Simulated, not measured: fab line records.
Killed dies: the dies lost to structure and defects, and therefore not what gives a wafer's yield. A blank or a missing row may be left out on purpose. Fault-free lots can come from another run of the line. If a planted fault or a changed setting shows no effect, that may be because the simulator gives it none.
Which tool did it? :: flow sky130 :: 12 lots, 36 wafers sampled, at 5 steps of a route of 708

WHAT THE GAUGES SHOWED, per wafer
The record lacks any reading of a measuring or inspecting step that a usual standard deviation could be used to judge.

TOOL THAT RAN EACH LOT (tool first, then ch and the chambers of the sampled wafers, then the start)
lot: L865
SKY_METAL3_SPUTTER_01: pvdSputter-04, day 36 23:05
SKY_METAL3_SPUTTER_03: pvdSputter-04, day 36 23:09
SKY_VIA3_ETCH_14: rieDiel-01 ch 0,1,3, day 40 05:33
SKY_VIA3_SPUTTER_20: pvdSputter-02, day 40 06:13
SKY_PAD_OPEN_PROBE_99: prober-02, day 46 07:37

lot: L864
SKY_METAL3_SPUTTER_01: pvdSputter-01, day 37 03:40
SKY_METAL3_SPUTTER_03: pvdSputter-01, day 37 03:44
SKY_VIA3_ETCH_14: rieDiel-01 ch 0,1, day 40 09:14
SKY_VIA3_SPUTTER_20: pvdSputter-02, day 40 09:56
SKY_PAD_OPEN_PROBE_99: prober-01, day 46 09:25

lot: L867
SKY_METAL3_SPUTTER_01: pvdSputter-01, day 37 17:47
SKY_METAL3_SPUTTER_03: pvdSputter-01, day 37 17:51
SKY_VIA3_ETCH_14: rieDiel-04 ch 2,3, day 40 23:10
SKY_VIA3_SPUTTER_20: pvdSputter-03, day 40 23:52
SKY_PAD_OPEN_PROBE_99: prober-02, day 46 22:29

lot: L868
SKY_METAL3_SPUTTER_01: pvdSputter-04, day 38 01:04
SKY_METAL3_SPUTTER_03: pvdSputter-04, day 38 01:08
SKY_VIA3_ETCH_14: rieDiel-02 ch 0,1,3, day 41 05:55
SKY_VIA3_SPUTTER_20: pvdSputter-02, day 41 06:37
SKY_PAD_OPEN_PROBE_99: prober-01, day 47 03:08

lot: L869
SKY_METAL3_SPUTTER_01: pvdSputter-04, day 38 02:58
SKY_METAL3_SPUTTER_03: pvdSputter-04, day 38 03:02
SKY_VIA3_ETCH_14: rieDiel-04 ch 0,2,3, day 41 07:38
SKY_VIA3_SPUTTER_20: pvdSputter-01, day 41 08:20
SKY_PAD_OPEN_PROBE_99: prober-01, day 47 06:53

lot: L872
SKY_METAL3_SPUTTER_01: pvdSputter-01, day 39 01:59
SKY_METAL3_SPUTTER_03: pvdSputter-01, day 39 02:02
SKY_VIA3_ETCH_14: rieDiel-01 ch 0,2,3, day 42 05:06
SKY_VIA3_SPUTTER_20: pvdSputter-03, day 42 05:46
SKY_PAD_OPEN_PROBE_99: prober-02, day 47 23:08

lot: L873
SKY_METAL3_SPUTTER_01: pvdSputter-03, day 39 06:44
SKY_METAL3_SPUTTER_03: pvdSputter-03, day 39 06:47
SKY_VIA3_ETCH_14: rieDiel-01 ch 0,2,3, day 42 11:20
SKY_VIA3_SPUTTER_20: pvdSputter-02, day 42 12:01
SKY_PAD_OPEN_PROBE_99: prober-01, day 48 04:15

lot: L875
SKY_METAL3_SPUTTER_01: pvdSputter-01, day 39 23:26
SKY_METAL3_SPUTTER_03: pvdSputter-01, day 39 23:29
SKY_VIA3_ETCH_14: rieDiel-01 ch 2,3, day 43 01:31
SKY_VIA3_SPUTTER_20: pvdSputter-03, day 43 02:16
SKY_PAD_OPEN_PROBE_99: prober-01, day 48 18:13

lot: L883
SKY_METAL3_SPUTTER_01: pvdSputter-04, day 41 23:32
SKY_METAL3_SPUTTER_03: pvdSputter-04, day 41 23:36
SKY_VIA3_ETCH_14: rieDiel-02 ch 0,3, day 44 22:53
SKY_VIA3_SPUTTER_20: pvdSputter-03, day 44 23:34
SKY_PAD_OPEN_PROBE_99: prober-02, day 50 03:32

lot: L882
SKY_METAL3_SPUTTER_01: pvdSputter-03, day 42 01:49
SKY_METAL3_SPUTTER_03: pvdSputter-03, day 42 01:53
SKY_VIA3_ETCH_14: rieDiel-04 ch 0,2,3, day 45 00:44
SKY_VIA3_SPUTTER_20: pvdSputter-01, day 45 01:28
SKY_PAD_OPEN_PROBE_99: prober-01, day 50 05:29

lot: L884
SKY_METAL3_SPUTTER_01: pvdSputter-03, day 42 06:49
SKY_METAL3_SPUTTER_03: pvdSputter-03, day 42 06:53
SKY_VIA3_ETCH_14: rieDiel-02 ch 0,2,3, day 45 05:32
SKY_VIA3_SPUTTER_20: pvdSputter-01, day 45 06:15
SKY_PAD_OPEN_PROBE_99: prober-02, day 50 08:53

lot: L886
SKY_METAL3_SPUTTER_01: pvdSputter-01, day 43 05:47
SKY_METAL3_SPUTTER_03: pvdSputter-01, day 43 05:50
SKY_VIA3_ETCH_14: rieDiel-01 ch 0,1,3, day 46 02:26
SKY_VIA3_SPUTTER_20: pvdSputter-03, day 46 03:07
SKY_PAD_OPEN_PROBE_99: prober-02, day 51 02:50
- SKY_METAL3_SPUTTER_01: material TiN, target thk 20 nm, time 16.7 s.
- SKY_METAL3_SPUTTER_03: material Ti, target thk 5 nm, time 3.3 s.
- SKY_VIA3_ETCH_14: etches BARC in N2/H2, stops on SiO2, time 45.9 s, target depth 60 nm.
- SKY_VIA3_SPUTTER_20: material TiN, target thk 20 nm, time 80 s.
- SKY_PAD_OPEN_PROBE_99

WHAT THE TOOLS THEMSELVES READ (means of the sampled wafers that have a number; where no wafer has one, the mark that the record gives instead)
SKY_METAL3_SPUTTER_01.
lot: L865
tool: pvdSputter-04
cathodeDcPowerW (W): 6500.3
throttleValvePct (%): 29.7

lot: L864
tool: pvdSputter-01
cathodeDcPowerW (W): 6499.6
throttleValvePct (%): 30.3

lot: L867
tool: pvdSputter-01
cathodeDcPowerW (W): 6499.7
throttleValvePct (%): 30.2

lot: L868
tool: pvdSputter-04
cathodeDcPowerW (W): 6499.9
throttleValvePct (%): 29.9

lot: L869
tool: pvdSputter-04
cathodeDcPowerW (W): 6500.7
throttleValvePct (%): 31.1

lot: L872
tool: pvdSputter-01
cathodeDcPowerW (W): 6500.2
throttleValvePct (%): 30.3

lot: L873
tool: pvdSputter-03
cathodeDcPowerW (W): 6499.9
throttleValvePct (%): 30.3

lot: L875
tool: pvdSputter-01
cathodeDcPowerW (W): 6500.0
throttleValvePct (%): 30.5

lot: L883
tool: pvdSputter-04
cathodeDcPowerW (W): 6500.6
throttleValvePct (%): 30.1

lot: L882
tool: pvdSputter-03
cathodeDcPowerW (W): 6501.1
throttleValvePct (%): 30.6

lot: L884
tool: pvdSputter-03
cathodeDcPowerW (W): 6500.5
throttleValvePct (%): 30.3

lot: L886
tool: pvdSputter-01
cathodeDcPowerW (W): 6499.5
throttleValvePct (%): 30.6

SKY_METAL3_SPUTTER_03.
lot: L865
tool: pvdSputter-04
cathodeDcPowerW (W): 3000.1
throttleValvePct (%): 29.8

lot: L864
tool: pvdSputter-01
cathodeDcPowerW (W): 3000.4
throttleValvePct (%): 30.1

lot: L867
tool: pvdSputter-01
cathodeDcPowerW (W): 2999.9
throttleValvePct (%): 30.3

lot: L868
tool: pvdSputter-04
cathodeDcPowerW (W): 3000.1
throttleValvePct (%): 29.8

lot: L869
tool: pvdSputter-04
cathodeDcPowerW (W): 2999.7
throttleValvePct (%): 30.9

lot: L872
tool: pvdSputter-01
cathodeDcPowerW (W): 3000.5
throttleValvePct (%): 30.3

lot: L873
tool: pvdSputter-03
cathodeDcPowerW (W): 2999.7
throttleValvePct (%): 30.3

lot: L875
tool: pvdSputter-01
cathodeDcPowerW (W): 2999.9
throttleValvePct (%): 30.5

lot: L883
tool: pvdSputter-04
cathodeDcPowerW (W): 2999.6
throttleValvePct (%): 30.1

lot: L882
tool: pvdSputter-03
cathodeDcPowerW (W): 3000.3
throttleValvePct (%): 30.5

lot: L884
tool: pvdSputter-03
cathodeDcPowerW (W): 2999.6
throttleValvePct (%): 30.4

lot: L886
tool: pvdSputter-01
cathodeDcPowerW (W): 3000.1
throttleValvePct (%): 30.6

SKY_VIA3_ETCH_14.
lot: L865
tool: rieDiel-01
biasW (W): 100.0
drypumpMotorCurrentA (A): 5.4
oesProductAu (a.u.): 0.855
throttleValvePct (%): 13.225

lot: L864
tool: rieDiel-01
biasW (W): 100.1
drypumpMotorCurrentA (A): 5.6
oesProductAu (a.u.): 0.849
throttleValvePct (%): 13.221

lot: L867
tool: rieDiel-04
biasW (W): 99.9
drypumpMotorCurrentA (A): 5.9
oesProductAu (a.u.): 0.859
throttleValvePct (%): 13.220

lot: L868
tool: rieDiel-02
biasW (W): 99.9
drypumpMotorCurrentA (A): 6.3
oesProductAu (a.u.): 0.855
throttleValvePct (%): 13.216

lot: L869
tool: rieDiel-04
biasW (W): 100.0
drypumpMotorCurrentA (A): 5.8
oesProductAu (a.u.): 0.853
throttleValvePct (%): 13.229

lot: L872
tool: rieDiel-01
biasW (W): 100.0
drypumpMotorCurrentA (A): 5.3
oesProductAu (a.u.): 0.858
throttleValvePct (%): 13.223

lot: L873
tool: rieDiel-01
biasW (W): 83.9
drypumpMotorCurrentA (A): 5.4
oesProductAu (a.u.): 0.856
throttleValvePct (%): 13.224

lot: L875
tool: rieDiel-01
biasW (W): 84.4
drypumpMotorCurrentA (A): 5.1
oesProductAu (a.u.): 0.858
throttleValvePct (%): 13.228

lot: L883
tool: rieDiel-02
biasW (W): 100.2
drypumpMotorCurrentA (A): 6.2
oesProductAu (a.u.): 0.858
throttleValvePct (%): 13.229

lot: L882
tool: rieDiel-04
biasW (W): 99.9
drypumpMotorCurrentA (A): 5.8
oesProductAu (a.u.): 0.855
throttleValvePct (%): 13.224

lot: L884
tool: rieDiel-02
biasW (W): 100.0
drypumpMotorCurrentA (A): 6.1
oesProductAu (a.u.): 0.853
throttleValvePct (%): 13.227

lot: L886
tool: rieDiel-01
biasW (W): 100.3
drypumpMotorCurrentA (A): 5.3
oesProductAu (a.u.): 0.854
throttleValvePct (%): 13.223

SKY_VIA3_SPUTTER_20.
lot: L865
tool: pvdSputter-02
cathodeDcPowerW (W): 3999.5
throttleValvePct (%): 29.9

lot: L864
tool: pvdSputter-02
cathodeDcPowerW (W): 4000.2
throttleValvePct (%): 29.4

lot: L867
tool: pvdSputter-03
cathodeDcPowerW (W): 3999.7
throttleValvePct (%): 30.8

lot: L868
tool: pvdSputter-02
cathodeDcPowerW (W): 4000.4
throttleValvePct (%): 30.2

lot: L869
tool: pvdSputter-01
cathodeDcPowerW (W): 3999.9
throttleValvePct (%): 30.5

lot: L872
tool: pvdSputter-03
cathodeDcPowerW (W): 4000.2
throttleValvePct (%): 30.3

lot: L873
tool: pvdSputter-02
cathodeDcPowerW (W): 3999.7
throttleValvePct (%): 30.2

lot: L875
tool: pvdSputter-03
cathodeDcPowerW (W): 4000.0
throttleValvePct (%): 30.6

lot: L883
tool: pvdSputter-03
cathodeDcPowerW (W): 4000.1
throttleValvePct (%): 30.6

lot: L882
tool: pvdSputter-01
cathodeDcPowerW (W): 3999.3
throttleValvePct (%): 30.3

lot: L884
tool: pvdSputter-01
cathodeDcPowerW (W): 4000.0
throttleValvePct (%): 30.3

lot: L886
tool: pvdSputter-03
cathodeDcPowerW (W): 3999.5
throttleValvePct (%): 30.3

SKY_PAD_OPEN_PROBE_99.
lot: L865
tool: prober-02
defectLimitedYield (%): 81.0
killed_at_M0_to_M3: 48
killed_at_M4_up: 2.0
killedAtContacts: 25
killedAtFrontEnd: 18
killedAtOther: 0.3
killedDies: 93
killedOpen: 52
killedShort: 41
sort_bin_3_pad_short (%): 1.1
sort_bin_5_function (%): 10.9
sort_bin_6_memory (%): 7.0
sortNPass: 399
sortYieldPct (%): 81.0

lot: L864
tool: prober-01
defectLimitedYield (%): 83.9
killed_at_M0_to_M3: 42
killed_at_M4_up: 3.0
killedAtContacts: 22
killedAtFrontEnd: 12
killedAtOther: 0.0
killedDies: 79
killedOpen: 47
killedShort: 33
sort_bin_3_pad_short (%): 1.0
sort_bin_5_function (%): 10.0
sort_bin_6_memory (%): 5.2
sortNPass: 413
sortYieldPct (%): 83.9

lot: L867
tool: prober-02
defectLimitedYield (%): 84.9
killed_at_M0_to_M3: 39
killed_at_M4_up: 2.3
killedAtContacts: 24
killedAtFrontEnd: 9
killedAtOther: 0.3
killedDies: 74
killedOpen: 41
killedShort: 33
sort_bin_3_pad_short (%): 0.8
sort_bin_5_function (%): 9.3
sort_bin_6_memory (%): 5.0
sortNPass: 418
sortYieldPct (%): 84.9

lot: L868
tool: prober-01
defectLimitedYield (%): 81.0
killed_at_M0_to_M3: 46
killed_at_M4_up: 4.3
killedAtContacts: 24
killedAtFrontEnd: 19
killedAtOther: 0.3
killedDies: 94
killedOpen: 52
killedShort: 40
sort_bin_3_pad_short (%): 1.1
sort_bin_5_function (%): 11.0
sort_bin_6_memory (%): 7.0
sortNPass: 398
sortYieldPct (%): 81.0

lot: L869
tool: prober-01
defectLimitedYield (%): 79.7
killed_at_M0_to_M3: 49
killed_at_M4_up: 2.3
killedAtContacts: 30
killedAtFrontEnd: 18
killedAtOther: 0.3
killedDies: 100
killedOpen: 58
killedShort: 40
sort_bin_3_pad_short (%): 1.2
sort_bin_5_function (%): 12.6
sort_bin_6_memory (%): 6.5
sortNPass: 392
sortYieldPct (%): 79.7

lot: L872
tool: prober-02
defectLimitedYield (%): 82.2
killed_at_M0_to_M3: 49
killed_at_M4_up: 2.3
killedAtContacts: 22
killedAtFrontEnd: 15
killedAtOther: 0.0
killedDies: 88
killedOpen: 51
killedShort: 37
sort_bin_3_pad_short (%): 0.4
sort_bin_5_function (%): 11.0
sort_bin_6_memory (%): 6.4
sortNPass: 404
sortYieldPct (%): 82.2

lot: L873
tool: prober-01
defectLimitedYield (%): 81.9
killed_at_M0_to_M3: 46
killed_at_M4_up: 4.0
killedAtContacts: 21
killedAtFrontEnd: 18
killedAtOther: 1.0
killedDies: 89
killedOpen: 46
killedShort: 43
sort_bin_3_pad_short (%): 0.7
sort_bin_5_function (%): 11.3
sort_bin_6_memory (%): 6.2
sortNPass: 403
sortYieldPct (%): 81.9

lot: L875
tool: prober-01
defectLimitedYield (%): 82.3
killed_at_M0_to_M3: 44
killed_at_M4_up: 4.0
killedAtContacts: 20
killedAtFrontEnd: 19
killedAtOther: 0.3
killedDies: 87
killedOpen: 50
killedShort: 37
sort_bin_3_pad_short (%): 0.5
sort_bin_5_function (%): 10.2
sort_bin_6_memory (%): 7.0
sortNPass: 405
sortYieldPct (%): 82.3

lot: L883
tool: prober-02
defectLimitedYield (%): 84.6
killed_at_M0_to_M3: 38
killed_at_M4_up: 3.3
killedAtContacts: 18
killedAtFrontEnd: 16
killedAtOther: 0.0
killedDies: 76
killedOpen: 38
killedShort: 37
sort_bin_3_pad_short (%): 0.9
sort_bin_5_function (%): 8.9
sort_bin_6_memory (%): 5.6
sortNPass: 416
sortYieldPct (%): 84.6

lot: L882
tool: prober-01
defectLimitedYield (%): 80.0
killed_at_M0_to_M3: 50
killed_at_M4_up: 4.0
killedAtContacts: 25
killedAtFrontEnd: 19
killedAtOther: 0.3
killedDies: 98
killedOpen: 55
killedShort: 43
sort_bin_3_pad_short (%): 0.7
sort_bin_5_function (%): 11.6
sort_bin_6_memory (%): 7.6
sortNPass: 394
sortYieldPct (%): 80.0

lot: L884
tool: prober-02
defectLimitedYield (%): 81.8
killed_at_M0_to_M3: 43
killed_at_M4_up: 3.0
killedAtContacts: 28
killedAtFrontEnd: 16
killedAtOther: 0.3
killedDies: 90
killedOpen: 50
killedShort: 39
sort_bin_3_pad_short (%): 1.8
sort_bin_5_function (%): 10.0
sort_bin_6_memory (%): 6.4
sortNPass: 402
sortYieldPct (%): 81.8

lot: L886
tool: prober-02
defectLimitedYield (%): 84.1
killed_at_M0_to_M3: 35
killed_at_M4_up: 3.3
killedAtContacts: 26
killedAtFrontEnd: 14
killedAtOther: 0.0
killedDies: 78
killedOpen: 44
killedShort: 35
sort_bin_3_pad_short (%): 0.8
sort_bin_5_function (%): 9.2
sort_bin_6_memory (%): 5.9
sortNPass: 414
sortYieldPct (%): 84.1

THE ANSWER, worked out from the rows above alone
Rule: the usual values come from the lots themselves. Put in order of their means at a reading, lots are off if they are a third of the lots or fewer, leave a main group of 4 or more, and stand apart from it by a gap of 3 or more times the standard deviation of the main group's means; of several such gaps the widest counts. Not used: any main group whose means are identical at the precision the tables above print for the reading. Also off: a lot with no number at a reading for which 4 or more lots have one. Where the step has rows for the other lots, those lots are counted as sound. After the gauges, taken in route order, come the tools' own readings; for these a lot's mean is taken, as printed above. At the first step where some lot is off, the reading lying furthest off is the one used; lots without a number count as furthest.
Off: L873, L875, at SKY_VIA3_ETCH_14 (biasW). Mean 100.0 W and standard deviation 0.13 in the main group.
A tool fits if, at that step or a process step before it, it ran every lot that is off, and no sound lot after the first of them. Not one of the candidates tried fits.

WHAT WAS PUT IN BY THE SIMULATOR
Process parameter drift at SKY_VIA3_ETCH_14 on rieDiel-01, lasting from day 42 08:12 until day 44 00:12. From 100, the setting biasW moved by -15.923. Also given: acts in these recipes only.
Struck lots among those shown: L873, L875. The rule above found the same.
